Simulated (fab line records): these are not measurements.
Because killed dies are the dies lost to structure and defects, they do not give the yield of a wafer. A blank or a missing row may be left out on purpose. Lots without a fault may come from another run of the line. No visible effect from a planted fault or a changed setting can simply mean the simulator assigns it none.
fab line records	flow sky130
[record] lots = 6	wafers = 18	lastDay = 51
route steps=708 shown METAL4@622 PAD_OPEN@708
lots that met no fault: from a run of the same line without faults
startH: hours from the record's first day to the start of the lot's first wafer shown	waitH: hours from the lot's prior step to this one	" repeats the value in the row above	L1.1+2: a row that stands for several wafers	- either no value or no given start	* or withheld: withheld	< > ~ a bound
route shown NAME@n: NAME is a module with steps in the file, n the number in the route of the first one	usual: mean/standard deviation of fault-free wafers	same: alike in all rows	chamber/n: place in a boat	sites: the reading at each site	_std_site: standard deviation across them	_edge_site: inner sites' mean taken away from outer sites' mean	radiusMm: for every site, how far away it sits from the centre of the wafer	mask NAME#n: copy n	behind: the last tool/chamber to shape the wafer	hold: what put the lot on hold/how long, in hours/how the hold closed	device: the transistor (n, p or np) that didn't switch	end of line: at the end of the route, the tests of the same wafers	a step given without rows: its recipe and nothing more	killed: dies lost to structure and defects at the first sort, not the wafer's yield	map: the dies of a wafer, with x for killed, . for not killed, _ for no die there
set.NAME: the run value of the setting; set.NAME@STEP: its run value at that earlier step	model.NAME: the simulator's own value behind a step, which no gauge read
a table for each step, a row for each wafer; lots at some steps of the route
services: the hour from which a tool's chamber was out of use, counted from the record's first day as startH (under 0 if before that day), plus the number of hours and why
[[steps]]
[step SKY_METAL4_HMDS_06]
[recipe] primeTimeS = 60	primeTempC = 120
[step SKY_METAL4_COAT_07]
[recipe] resist = BARC	tempC = withheld	timeS = withheld	spinRpm = 3000	resistThkNm = 60
[step SKY_METAL4_COAT_08]
[recipe] resist = KrF-thick	spinRpm = 3000	resistThkNm = 1140
[step SKY_METAL4_SOFTBAKE_09]
[recipe] tempC = 100	timeS = 90	resist = KrF-thick
[step SKY_METAL4_EXPOSE_10]
[recipe] maskId = MM4	na = 0.68	sourceShape = annular	sigmaInner = 0.4	sigmaOuter = 0.8	targetCdNm = 300	doseMj = 28
[step SKY_METAL4_PEB_11]
[recipe] pebTempC = withheld	pebTimeS = withheld	resist = KrF-thick
[step SKY_METAL4_DEVELOP_12]
[recipe] developTimeS = 60	resist = KrF-thick	devTempC = 21
[step SKY_METAL4_CD_MEAS_13]
[recipe] targetCdNm = 300
[usual] cdNm = 299.6/1.2
lot.wafer	tool	chamber	startH	waitH	cdNm
L483.1	cdSem-01	-	1004.12	-	298.7
L483.5	"	-	"	"	298.4
L483.6	"	-	"	"	297.6
L490.1	cdSem-02	-	1046.14	-	301.0
L490.3	"	-	"	"	300.9
L490.4	"	-	"	"	302.2
L491.4	cdSem-02	-	1052.90	-	301.2
L491.5	"	-	"	"	301.3
L491.6	"	-	"	"	298.8
L492.1	cdSem-01	-	1066.19	-	299.4
L492.4	"	-	"	"	298.1
L492.5	"	-	"	"	299.2
L502.1	cdSem-02	-	1125.74	-	299.4
L502.2	"	-	"	"	298.9
L502.3	"	-	"	"	298.5
L505.2	cdSem-02	-	1136.89	-	301.1
L505.5	"	-	"	"	301.0
L505.6	"	-	"	"	300.6
[step SKY_METAL4_OVL_MEAS_14]
[usual] METAL4_OVL = 2/4.6
lot.wafer	tool	chamber	startH	waitH	METAL4_OVL[nm]
L483.1	overlay-01	-	1004.24	0.1	4
L483.5	"	-	"	"	6
L483.6	"	-	"	"	-2
L490.1	overlay-02	-	1046.26	0.1	-1
L490.3	"	-	"	"	-2
L490.4	"	-	"	"	2
L491.4	overlay-01	-	1052.98	0.1	1
L491.5	"	-	"	"	0
L491.6	"	-	"	"	10
L492.1	overlay-01	-	1066.31	0.1	6
L492.4	"	-	"	"	3
L492.5	"	-	"	"	7
L502.1	overlay-01	-	1125.86	0.1	-1
L502.2	"	-	"	"	1
L502.3	"	-	"	"	3
L505.2	overlay-01	-	1136.99	0.1	6
L505.5	"	-	"	"	5
L505.6	"	-	"	"	2
[step SKY_METAL4_DESCUM_15]
[recipe] chemistry = O2	sourcePowerW = 150	biasPowerW = 0	pressureMtorr = 10	tempC = 40	timeS = 8
[usual] chamberPressureMTorr = 10.000/0.0094	drypumpMotorCurrentA = 5.7/0.39	oesProductAu = 0.990/0.012
lot.wafer	tool	chamber	startH	waitH	chamberPressureMTorr	drypumpMotorCurrentA	oesProductAu	rfHoursCounterH
L483.1	rieMetal-01	0	1004.27	0.0	9.998	5.6	1.028	6
L483.5	"	0	"	"	10.008	5.6	1.019	-
L483.6	"	1	"	"	10.006	5.7	0.990	-
L490.1	rieMetal-03	1	1046.30	0.0	9.997	5.4	0.973	18
L490.3	"	1	"	"	9.999	5.4	0.977	-
L490.4	"	0	"	"	9.998	6.3	0.978	-
L491.4	rieMetal-03	0	1053.01	0.0	9.992	6.2	0.985	-
L491.5	"	0	"	"	10.022	6.3	0.981	-
L491.6	"	1	"	"	9.987	5.4	0.978	-
L492.1	rieMetal-03	0	1066.35	0.0	9.994	6.3	0.993	24
L492.4	"	1	"	"	10.001	5.4	0.986	-
L492.5	"	0	"	"	9.993	6.2	0.972	-
L502.1	rieMetal-04	1	1125.89	0.0	9.994	5.2	0.992	22
L502.2	"	0	"	"	10.006	6.3	0.992	7
L502.3	"	0	"	"	10.001	6.3	0.991	-
L505.2	rieMetal-03	0	1137.02	0.0	10.024	6.3	0.993	0
L505.5	"	0	"	"	9.999	6.3	1.001	-
L505.6	"	1	"	"	10.004	5.4	0.978	-
[step SKY_METAL4_ETCH_16]
[recipe] chemistry = N2/H2	target = BARC	ionEnergyEv = 200	biasW = 100	pressureMtorr = 30	n2FlowSccm = 100	h2FlowSccm = 200	icpW = 500	stopOn = SiO2	timeS = 88.2	targetDepthA = 600
[usual] biasW = 100.0/0.31	chamberPressureMTorr = 30.002/0.027	drypumpMotorCurrentA = 5.7/0.4	n2FlowSccm = 100.0/0.31	oesProductAu = 0.625/0.0043	throttleValvePct = 13.203/0.0087
lot.wafer	tool	chamber	startH	waitH	biasW	chamberPressureMTorr	drypumpMotorCurrentA	n2FlowSccm	oesProductAu	rfHoursCounterH	throttleValvePct
L483.1	rieMetal-01	0	1004.30	0.0	100.5	30.011	5.7	100.2	0.630	6	13.193
L483.5	"	0	"	"	100.0	30.039	5.7	99.9	0.626	-	13.207
L483.6	"	1	"	"	100.4	29.999	5.8	99.9	0.619	-	13.200
L490.1	rieMetal-03	1	1046.33	0.0	100.2	30.033	5.4	100.1	0.631	18	13.204
L490.3	"	1	"	"	100.3	30.012	5.4	99.8	0.627	-	13.214
L490.4	"	0	"	"	100.2	29.997	6.3	99.5	0.620	-	13.201
L491.4	rieMetal-03	0	1053.06	0.0	100.1	30.003	6.2	100.1	0.617	-	13.201
L491.5	"	0	"	"	99.9	29.965	6.3	99.7	0.633	-	13.192
L491.6	"	1	"	"	99.4	30.006	5.4	100.0	0.625	-	13.193
L492.1	rieMetal-03	0	1066.38	0.0	99.8	29.980	6.3	100.0	0.633	24	13.205
L492.4	"	1	"	"	99.9	30.001	5.4	99.7	0.625	-	13.209
L492.5	"	0	"	"	99.6	30.021	6.4	100.0	0.621	-	13.219
L502.1	rieMetal-04	1	1125.92	0.0	100.1	29.992	5.2	100.2	0.621	22	13.207
L502.2	"	0	"	"	100.2	29.982	6.3	100.4	0.629	7	13.206
L502.3	"	0	"	"	100.1	29.994	6.3	100.4	0.627	-	13.210
L505.2	rieMetal-03	0	1137.05	0.0	99.8	29.976	6.3	99.8	0.624	0	13.197
L505.5	"	0	"	"	100.0	30.018	6.3	99.6	0.628	-	13.211
L505.6	"	1	"	"	100.9	30.045	5.4	100.1	0.628	-	13.221
[step SKY_METAL4_ETCH_17]
[recipe] target = SiO2	stopOn = TiN	chemistry = C4F8/O2/Ar	sourceW = 1500	biasW = 1200	pressureMtorr = 40	c4f8FlowSccm = withheld	O2_flow_sccm = 6	Ar_flow_sccm = 300	timeS = 3.9	targetDepthA = 150
[usual] biasW = 1200/3.6	chamberPressureMTorr = 40.00/0.036	oesProductAu = 0.754/0.0087
lot.wafer	tool	chamber	startH	waitH	biasW	chamberPressureMTorr	oesProductAu	rfHoursCounterH
L483.1	rieDiel-04	0	1004.40	0.1	1193	39.99	0.741	16
L483.5	"	0	"	"	1202	40.03	0.759	-
L483.6	"	1	"	"	1205	40.01	0.748	-
L490.1	rieDiel-04	3	1046.43	0.1	1207	40.03	0.758	22
L490.3	"	2	"	"	1195	39.97	0.755	16
L490.4	"	0	"	"	1202	40.03	0.761	17
L491.4	rieDiel-04	0	1053.13	0.0	1200	39.98	0.753	17
L491.5	"	3	"	"	1206	39.97	0.749	-
L491.6	"	2	"	"	1196	40.00	0.760	-
L492.1	rieDiel-04	1	1066.48	0.1	1198	40.02	0.758	5
L492.4	"	0	"	"	1198	39.97	0.764	18
L492.5	"	2	"	"	1205	39.97	0.773	-
L502.1	rieDiel-03	1	1126.02	0.1	1209	40.01	0.743	13
L502.2	"	0	"	"	1194	40.01	0.751	1
L502.3	"	3	"	"	1201	39.99	0.744	11
L505.2	rieDiel-04	2	1137.15	0.1	1202	39.99	0.747	19
L505.5	"	1	"	"	1201	39.93	0.749	-
L505.6	"	2	"	"	1204	40.00	0.756	-
[step SKY_METAL4_METAL_ETCH_18]
[recipe] targetDepthA = 8450	stopOn = SiO2	overEtchFrac = 0.3	timeS = 183.1	chemistry = Cl2/BCl3	resistSidewallDeg = 88	pressureMtorr = 10	icpW = 900	biasW = 48.5	Cl2_flow_sccm = 60	bcl3FlowSccm = 30
[usual] biasW = 48.49/0.14	chamberPressureMTorr = 9.999/0.0092	drypumpMotorCurrentA = 5.7/0.37	oesProductAu = 0.867/0.0067	throttleValvePct = 22.263/0.0097
[same] overEtchFrac = 0.3
lot.wafer	tool	chamber	startH	waitH	biasW	chamberPressureMTorr	drypumpMotorCurrentA	oesProductAu	rfHoursCounterH	throttleValvePct	model.KrF-thick_of_METAL4_COAT_08.thkNm	model.METAL4.cdNm	model.SiO2_of_VIA3_HDPCVD_00.thkNm
L483.1	rieMetal-03	1	1004.42	0.0	48.49	9.988	5.4	0.860	16	22.266	532.1	300.8	435.6
L483.5	"	1	"	"	48.41	9.991	5.4	0.867	-	22.252	532.5	299.1	435.9
L483.6	"	0	"	"	48.62	10.017	6.3	0.873	-	22.270	532.5	292.7	435.8
L490.1	rieMetal-01	0	1046.45	0.0	48.42	9.998	5.7	0.870	8	22.261	509.5	298.6	433.1
L490.3	"	1	"	"	48.78	10.010	5.7	0.855	-	22.251	537	297.7	435.6
L490.4	"	0	"	"	48.37	9.990	5.7	0.860	-	22.273	509	297.4	434
L491.4	rieMetal-01	0	1053.21	0.1	48.50	9.992	5.7	0.873	-	22.287	515	298.5	434.2
L491.5	"	0	"	"	48.60	10.008	5.7	0.865	-	22.250	587.6	306.3	437.8
L491.6	"	1	"	"	48.44	9.993	5.7	0.859	-	22.285	534.3	300	435.7
L492.1	rieMetal-01	0	1066.50	0.0	48.49	9.998	5.7	0.855	10	22.272	511	294.1	433.6
L492.4	"	0	"	"	48.23	10.002	5.7	0.854	-	22.258	514	292.9	435.3
L492.5	"	0	"	"	48.39	10.002	5.7	0.867	-	22.246	579.2	297.9	438.5
L502.1	rieMetal-03	1	1126.04	0.0	48.45	9.996	5.4	0.866	27	22.267	542.9	296.3	434.2
L502.2	"	1	"	"	48.44	10.000	5.4	0.865	-	22.278	542.9	295.9	434
L502.3	"	1	"	"	48.52	9.985	5.4	0.857	-	22.271	545.5	295.6	436.5
L505.2	rieMetal-04	0	1137.17	0.0	48.36	10.004	6.3	0.874	8	22.261	530.8	291.1	435
L505.5	"	1	"	"	48.91	9.988	5.2	0.879	-	22.261	536.6	297	436.2
L505.6	"	0	"	"	48.52	9.999	6.3	0.860	-	22.272	525.4	294.4	434.8
[step SKY_METAL4_STRIP_19]
[recipe] chemistry = O2/N2	powerW = 1400	pressureMtorr = 1500	platenTempC = withheld	o2FlowSccm = 3000	n2FlowSccm = 300	overashFraction = 0.5
[usual] chamberPressureMTorr = 1499.9/1.4	drypumpMotorCurrentA = 5.8/0.48	n2FlowSccm = 300.0/0.91	oesProductAu = 0.506/0.0062	stripTimeToEndpointS = 6.61/0.11
lot.wafer	tool	chamber	startH	waitH	chamberPressureMTorr	drypumpMotorCurrentA	n2FlowSccm	oesProductAu	rfHoursCounterH	stripTimeToEndpointS
L483.1	plasmaAsher-01	0	1004.60	0.1	1499.5	5.0	299.8	0.506	89	6.58
L483.5	"	1	"	"	1500.9	5.9	300.7	0.506	-	6.58
L483.6	"	0	"	"	1498.2	5.0	300.3	0.503	-	6.58
L490.1	plasmaAsher-03	1	1046.62	0.1	1500.9	6.1	300.2	0.487	59	6.36
L490.3	"	0	"	"	1499.5	5.4	300.0	0.504	-	6.62
L490.4	"	1	"	"	1502.3	6.1	299.1	0.497	-	6.36
L491.4	plasmaAsher-01	0	1053.36	0.1	1502.1	5.0	298.3	0.501	-	6.41
L491.5	"	0	"	"	1497.2	5.0	299.2	0.533	-	7.14
L491.6	"	1	"	"	1497.3	5.8	301.2	0.501	-	6.60
L492.1	plasmaAsher-01	1	1066.67	0.1	1502.2	5.8	300.2	0.497	96	6.39
L492.4	"	1	"	"	1500.0	5.8	300.1	0.485	-	6.39
L492.5	"	0	"	"	1498.7	5.0	300.3	0.527	-	7.05
L502.1	plasmaAsher-01	1	1126.40	0.3	1498.3	5.8	300.5	0.504	102	6.68
L502.2	"	0	"	"	1497.4	5.0	299.7	0.513	102	6.70
L502.3	"	0	"	"	1498.7	5.0	299.3	0.516	-	6.71
L505.2	plasmaAsher-04	1	1137.35	0.1	1499.3	6.1	301.1	0.508	37	6.57
L505.5	"	1	"	"	1500.2	6.1	298.1	0.504	-	6.63
L505.6	"	0	"	"	1497.6	6.4	301.7	0.494	-	6.52
[step SKY_METAL4_STRIP_20]
[recipe] chemistry = postEtchResidueRemover	timeS = 1200	tempC = 72.5
[step SKY_PAD_OPEN_PROBE_99]
[usual] defectLimitedYield = 82.7/1.9	killed_at_M0_to_M3 = 44/7.2	killed_at_M4_up = 2.9/1.8	killedAtContacts = 24/5.2	killedAtFrontEnd = 15/4	killedAtOther = 0.2/0.49	killedDies = 85/9.1	killedOpen = 47/6.8	killedShort = 38/5.7	sort_bin_3_pad_short = 0.9/0.44	sort_bin_5_function = 10.3/1.4	sort_bin_6_memory = 6.2/1.1	sortNPass = 407/9.1	sortYieldPct = 82.7/1.9
[same] grossDies = 492	killedAtBackSide = 0	sort_bin_4_leakage[%] = 0	sort_bin_8_speed[%] = 0
lot.wafer	tool	chamber	startH	waitH	defectLimitedYield[%]	killed_at_M0_to_M3	killed_at_M4_up	killedAtContacts	killedAtFrontEnd	killedAtOther	killedDies	killedOpen	killedShort	sort_bin_3_pad_short[%]	sort_bin_5_function[%]	sort_bin_6_memory[%]	sortNPass	sortYieldPct[%]	model.etest.met4.widthNm
L483.1	prober-02	-	1101.19	0.1	81.9	36	10	22	20	1	89	51	38	1.2	11.0	5.9	403	81.9	298.4
L483.5	prober-02	-	1101.39	0.2	84.1	39	1	25	13	0	78	45	33	0.4	9.6	5.9	414	84.1	302.9
L483.6	prober-02	-	1101.44	0.2	84.6	39	1	20	16	0	76	45	31	0.6	9.8	5.1	416	84.6	289.6
L490.1	prober-02	-	1136.42	0.1	83.3	40	1	26	15	0	82	47	35	1.0	10.8	4.9	410	83.3	298.3
L490.3	prober-02	-	1136.52	0.2	84.3	41	1	25	9	1	77	46	31	0.4	7.3	7.9	415	84.3	298.2
L490.4	prober-02	-	1136.57	0.2	79.9	58	2	25	13	1	99	54	45	1.2	11.6	7.3	393	79.9	295.3
L491.4	prober-02	-	1144.63	0.2	82.9	36	5	30	13	0	84	47	37	0	10.4	6.7	408	82.9	298.1
L491.5	prober-02	-	1144.68	0.2	81.7	43	3	31	13	0	90	53	37	0.4	11.0	6.9	402	81.7	304.1
L491.6	prober-02	-	1144.73	0.2	85.4	44	2	18	8	0	72	42	30	0.8	9.1	4.7	420	85.4	299.2
L492.1	prober-01	-	1154.05	0.1	80.7	52	1	28	14	0	95	52	43	0.8	10.6	7.9	397	80.7	295.2
L492.4	prober-01	-	1154.20	0.2	82.7	49	0	20	16	0	85	49	36	0.4	10.8	6.1	407	82.7	297.4
L492.5	prober-01	-	1154.25	0.2	83.9	34	2	30	13	0	79	47	32	0.6	8.1	7.3	413	83.9	296.9
L502.1	prober-01	-	1204.21	0.1	81.5	41	1	26	23	0	91	54	37	0.8	11.2	6.5	401	81.5	294.9
L502.2	prober-01	-	1204.26	0.1	84.3	36	4	21	16	0	77	45	32	1.0	8.9	5.7	415	84.3	297.9
L502.3	prober-01	-	1204.31	0.2	81.5	48	2	29	11	1	91	50	41	0.2	12.4	5.9	401	81.5	296
L505.2	prober-02	-	1212.96	0.1	85.6	40	2	14	14	1	71	40	31	0.4	8.9	5.1	421	85.6	293.3
L505.5	prober-02	-	1213.11	0.2	84.3	40	5	21	11	0	77	46	31	0.2	9.8	5.7	415	84.3	298.4
L505.6	prober-02	-	1213.16	0.2	82.9	53	3	14	14	0	84	50	34	0.4	10.0	6.7	408	82.9	293.4
// killed by level:class
L483.1 CONTACT:geometricParticle:open=9 LI_CONTACT:geometricParticle:open=7 METAL1:geometricParticle:short=7 VIA1:geometricParticle:open=7 VIA2:geometricParticle:open=6 FIELD_ISO:geometricParticle:short=5 POLY_GATE:geometricParticle:short=5 METAL4:geometricParticle:short=5
L483.5 CONTACT:geometricParticle:open=8 VIA2:geometricParticle:open=7 CONTACT:geometricParticle:short=6 VIA1:geometricParticle:open=6 METAL1:geometricParticle:short=5 LI_CONTACT:geometricParticle:open=5 VIA3:geometricParticle:open=5 POLY_GATE:geometricParticle:open=4
L483.6 VIA1:geometricParticle:open=11 CONTACT:geometricParticle:open=10 VIA1:geometricParticle:short=6 VIA3:geometricParticle:open=6 FIELD_ISO:geometricParticle:short=5 LI_CONTACT:geometricParticle:open=5 FIELD_ISO:geometricParticle:open=4 METAL1:geometricParticle:short=4
L490.1 CONTACT:geometricParticle:open=13 VIA1:geometricParticle:open=10 VIA2:geometricParticle:open=7 FIELD_ISO:geometricParticle:short=6 LI_CONTACT:geometricParticle:open=5 METAL1:geometricParticle:short=5 VIA1:geometricParticle:short=5 LOCAL_INTERCONNECT:geometricParticle:short=4
L490.3 VIA1:geometricParticle:open=14 LI_CONTACT:geometricParticle:open=9 VIA3:geometricParticle:open=8 CONTACT:geometricParticle:short=6 METAL3:geometricParticle:short=5 CONTACT:geometricParticle:open=4 METAL2:geometricParticle:short=4 VIA2:geometricParticle:open=4
L490.4 VIA2:geometricParticle:open=10 VIA1:geometricParticle:open=10 CONTACT:geometricParticle:open=10 VIA3:geometricParticle:open=10 CONTACT:geometricParticle:short=6 METAL1:geometricParticle:short=6 METAL2:geometricParticle:short=6 VIA2:geometricParticle:short=6
L491.4 CONTACT:geometricParticle:open=14 VIA1:geometricParticle:open=7 VIA3:geometricParticle:open=7 FIELD_ISO:geometricParticle:short=6 LOCAL_INTERCONNECT:geometricParticle:short=6 VIA2:geometricParticle:open=6 METAL4:geometricParticle:short=5 METAL1:geometricParticle:short=4
L491.5 CONTACT:geometricParticle:open=16 VIA1:geometricParticle:open=10 VIA3:geometricParticle:open=7 METAL2:geometricParticle:short=7 FIELD_ISO:geometricParticle:short=6 LI_CONTACT:geometricParticle:open=6 METAL1:geometricParticle:short=6 VIA2:geometricParticle:open=5
L491.6 VIA1:geometricParticle:open=13 VIA2:geometricParticle:open=7 METAL2:geometricParticle:short=7 VIA3:geometricParticle:open=6 FIELD_ISO:geometricParticle:open=5 CONTACT:geometricParticle:open=5 LI_CONTACT:geometricParticle:open=4 LOCAL_INTERCONNECT:geometricParticle:short=4
L492.1 VIA1:geometricParticle:open=14 CONTACT:geometricParticle:open=10 VIA1:geometricParticle:short=10 LI_CONTACT:geometricParticle:open=8 VIA3:geometricParticle:open=7 METAL1:geometricParticle:short=6 CONTACT:geometricParticle:short=6 VIA2:geometricParticle:open=5
L492.4 VIA1:geometricParticle:open=17 METAL1:geometricParticle:short=9 FIELD_ISO:geometricParticle:open=7 LI_CONTACT:geometricParticle:open=6 VIA3:geometricParticle:open=6 LI_CONTACT:geometricParticle:short=4 CONTACT:geometricParticle:open=4 CONTACT:geometricParticle:short=4
L492.5 CONTACT:geometricParticle:open=13 VIA1:geometricParticle:open=6 LI_CONTACT:geometricParticle:open=5 CONTACT:geometricParticle:short=5 LOCAL_INTERCONNECT:geometricParticle:short=5 VIA3:geometricParticle:open=5 METAL1:geometricParticle:short=4 METAL2:geometricParticle:short=4
L502.1 CONTACT:geometricParticle:open=15 FIELD_ISO:geometricParticle:open=8 VIA1:geometricParticle:open=8 VIA2:geometricParticle:open=7 FIELD_ISO:geometricParticle:short=5 POLY_GATE:geometricParticle:open=5 METAL1:geometricParticle:short=5 VIA2:geometricParticle:short=5
L502.2 LI_CONTACT:geometricParticle:open=9 VIA2:geometricParticle:open=8 FIELD_ISO:geometricParticle:open=6 CONTACT:geometricParticle:open=6 VIA1:geometricParticle:open=6 POLY_GATE:geometricParticle:short=5 VIA1:geometricParticle:short=4 VIA3:geometricParticle:open=4
L502.3 VIA3:geometricParticle:open=12 CONTACT:geometricParticle:open=11 LI_CONTACT:geometricParticle:open=9 VIA2:geometricParticle:open=9 VIA1:geometricParticle:short=8 METAL1:geometricParticle:short=6 CONTACT:geometricParticle:short=5 FIELD_ISO:geometricParticle:short=4
L505.2 VIA3:geometricParticle:open=11 VIA1:geometricParticle:open=7 CONTACT:geometricParticle:open=5 METAL1:geometricParticle:short=5 FIELD_ISO:geometricParticle:open=4 METAL3:geometricParticle:short=4 LOCAL_INTERCONNECT:geometricParticle:short=4 VIA1:geometricParticle:short=4
L505.5 VIA1:geometricParticle:open=9 CONTACT:geometricParticle:open=8 VIA2:geometricParticle:open=7 METAL1:geometricParticle:short=6 LI_CONTACT:geometricParticle:short=5 VIA3:geometricParticle:open=5 VIA1:geometricParticle:short=4 POLY_GATE:geometricParticle:short=3
L505.6 VIA1:geometricParticle:open=15 METAL1:geometricParticle:short=11 VIA3:geometricParticle:open=10 POLY_GATE:geometricParticle:open=7 VIA2:geometricParticle:open=6 LOCAL_INTERCONNECT:geometricParticle:short=4 CONTACT:geometricParticle:open=4 METAL2:geometricParticle:short=4
[[services]]
tool	chamber	startH	hours	kind
rieMetal-04	0	1013.26	-	clean
rieMetal-04	0	1013.26	18.1	scheduledDown
rieMetal-04	0	1013.26	18.1	ventCycle
rieDiel-03	0	1028.73	6.4	repair
rieDiel-03	2	1031.79	5.6	repair
rieMetal-03	1	1032.84	12.0	repair
rieMetal-04	-	1051.16	2.8	pm
rieDiel-04	3	1053.67	3.0	repair
rieDiel-04	-	1071.63	2.8	pm
rieDiel-03	0	1072.55	-	clean
rieDiel-03	0	1072.55	25.8	scheduledDown
rieDiel-03	0	1072.55	25.8	ventCycle
rieDiel-04	3	1105.55	-	clean
rieDiel-04	3	1105.55	23.0	scheduledDown
rieDiel-04	3	1105.55	23.0	ventCycle
rieMetal-03	0	1106.89	-	clean
rieMetal-03	0	1106.89	29.5	scheduledDown
rieMetal-03	0	1106.89	29.5	ventCycle
plasmaAsher-01	-	1122.75	2.4	repair
rieMetal-04	-	1129.94	0.7	repair
plasmaAsher-04	-	1130.26	2.5	repair
rieDiel-04	1	1130.31	5.7	repair
[[key]]
[firstSign] step = SKY_METAL4_STRIP_19	reading = stripTimeToEndpointS	direction = up	sigmas = 4.3	usual = *	struck = *
[effect] step = SKY_METAL4_STRIP_19	reading = oesProductAu	direction = up	sigmas = 3.9	usual = 0.506	struck = 0.530
[modelEffect] step = SKY_METAL4_METAL_ETCH_18	value = KrF-thick_of_METAL4_COAT_08.thkNm	without = 511.7	struck = 583.4
[modelEffect] step = SKY_PAD_OPEN_PROBE_99	value = etest.met4.widthNm	without = 292.9	struck = 300.5
metAt SKY_METAL4_METAL_ETCH_18
struckWafers L491.5,L492.5
onsetBetween 1046.45 1053.21
[fault] kind = processParameterDrift	tool = rieMetal-01	chamber = -	onsetH = 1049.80	steps = SKY_METAL4_METAL_ETCH_18	channel = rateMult	offset = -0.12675	shape = step	endH = 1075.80	scope = struckWafersOnly
